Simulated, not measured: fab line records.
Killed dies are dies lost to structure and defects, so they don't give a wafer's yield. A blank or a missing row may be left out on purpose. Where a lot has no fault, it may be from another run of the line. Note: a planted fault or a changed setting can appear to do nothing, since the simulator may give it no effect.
Comparing a struck lot with a sound one    flow sfq_line    21 steps out of a route of 325
Sound: the wafers L837.2, L837.3, L837.6. Wafers L831.2, L831.3, L831.5 were the ones struck. The cause comes at the end.
Order at every step that has rows: each side's tool, ch and its chambers, its first start. Under that, the readings that differ: sound wafers    struck wafers    difference of the means    sigmas: that difference in standard deviations of wafers without a fault.
alike: words and numbers the same on both sides, and readings whose means are apart by under 2 such deviations; not compared: readings that were withheld, readings missing a value for some wafer, numbers with overlapping values and no deviation given by the record, and bounds like >300 which may hide the same value.
Wherever a step has rows on one side only, a row that says differs or no value, or a row with sigmas, the two part there. Non-overlapping numbers with no deviation appear without sigmas and do not part them. A reading that every wafer of one side lacks parts them only if that side has two wafers or more.

first, 1 step without rows for these wafers: SFQ_TRILAYER_JJ_TRILAYER_DEP_AL_OXIDATION_111 (oxidation time 600 s).
SFQ_TRILAYER_JJ_TRILAYER_DEP_SPUTTER_112: material Nb, target thk 170 nm, time 113.3 s.
  sound: pvd_sputter-05 at day 66 01:38; struck: pvd_sputter-04 at day 59 13:55
  alike: chamber_pressure_pa, throttle_valve_pct
SFQ_JJ_RS_MEAS_929: the measuring method here is four-point-probe.
  sound: film_metro-04 at day 66 01:44; struck: film_metro-04 at day 59 14:01
  alike: JJ_NB_RS
then, 6 steps without rows for these wafers: SFQ_TRILAYER_JJ_CE_LITHO_COAT_119 (resist thk 62 nm); SFQ_TRILAYER_JJ_CE_LITHO_COAT_114 (resist thk 608.3 nm); SFQ_TRILAYER_JJ_CE_LITHO_SOFTBAKE_118; SFQ_TRILAYER_JJ_CE_LITHO_EXPOSE_115 (exposes mask J5, target cd 700 nm); SFQ_TRILAYER_JJ_CE_LITHO_PEB_117 (peb time 60 s); SFQ_TRILAYER_JJ_CE_LITHO_DEVELOP_116 (time 60 s).
SFQ_JJ_OVL_MEAS_931:
  sound: overlay-01 at day 66 05:16; struck: overlay-01 at day 59 19:01
  alike: J5_OVL
SFQ_TRILAYER_JJ_CE_METRO_MEASURE_117:
  sound: cd_sem-02 at day 66 05:30; struck: cd_sem-01 at day 59 19:15
  alike: cd_nm
SFQ_TRILAYER_JJ_CE_BARC_OPEN_RIE_150: chemistry O2, target BARC, target depth 240 nm, time 80 s.
  sound on rie_metal-02 ch 0,1, day 66 06:30; struck on rie_metal-02 ch 0,1, day 59 20:15
  no value came back on the struck wafers for any of 5 readings (bias_w (W), chamber_pressure_mTorr (mTorr) and others); on the sound wafers bias_w (W) reads 79.83 79.74 79.82
  not compared: rf_hours_counter_h
SFQ_TRILAYER_JJ_CE_ETCH_RIE_118: chemistry SF6, target Nb, stops on Al2O3, time 97.7 s, target depth 170 nm.
  sound on rie_metal-02 ch 0,1, day 66 06:36; struck on rie_metal-02 ch 0,1, day 59 20:20
reading                sound              struck             difference  sigmas
oes_product_au (a.u.)  0.981 0.989 0.986  0.372 0.381 0.373  -0.610      -99 or more
  alike: bias_w, chamber_pressure_mTorr, drypump_motor_current_A, he_backside_leak_sccm
  not compared: rf_hours_counter_h
following that, these wafers have no rows for 1 step: SFQ_TRILAYER_JJ_ANODIZE_ANODIZE_119.
SFQ_TRILAYER_JJ_CE_STRIP_STRIP_120: strips in O2.
  sound on rie_metal-02 ch 1, day 66 07:42; struck on rie_metal-02 ch 0,1, day 59 20:59
  alike: drypump_motor_current_A, he_backside_leak_sccm, oes_product_au
  not compared: rf_hours_counter_h
then, 4 steps without rows for these wafers: SFQ_TRILAYER_JJ_CE_STRIP_SOLV_CLEAN_121 (cleans in NMP, time 600 s); SFQ_TRILAYER_M5_LITHO_COAT_128 (resist thk 62 nm); SFQ_TRILAYER_M5_LITHO_COAT_123 (resist thk 600 nm); SFQ_TRILAYER_M5_LITHO_SOFTBAKE_127.
SFQ_TRILAYER_M5_LITHO_EXPOSE_124: exposes mask M5, target cd 700 nm.
  struck on krf_scanner-01, day 60 00:55; sound on krf_scanner-01 ch 0, day 66 10:09
  no value came back on the struck wafers for exposure_dose_mJ_cm2, focus_offset_nm (nm), reticle_temp_C (C); on the sound wafers exposure_dose_mJ_cm2 reads 14.384 14.401 14.412
  alike: mask
then, 1 step without rows for these wafers: SFQ_TRILAYER_M5_LITHO_PEB_126 (peb time 60 s).

== WHERE THEY PART ==
Earliest at SFQ_TRILAYER_JJ_CE_BARC_OPEN_RIE_150; latest, in this record, at SFQ_TRILAYER_M5_LITHO_EXPOSE_124.

WHY: what had been put in by the simulator
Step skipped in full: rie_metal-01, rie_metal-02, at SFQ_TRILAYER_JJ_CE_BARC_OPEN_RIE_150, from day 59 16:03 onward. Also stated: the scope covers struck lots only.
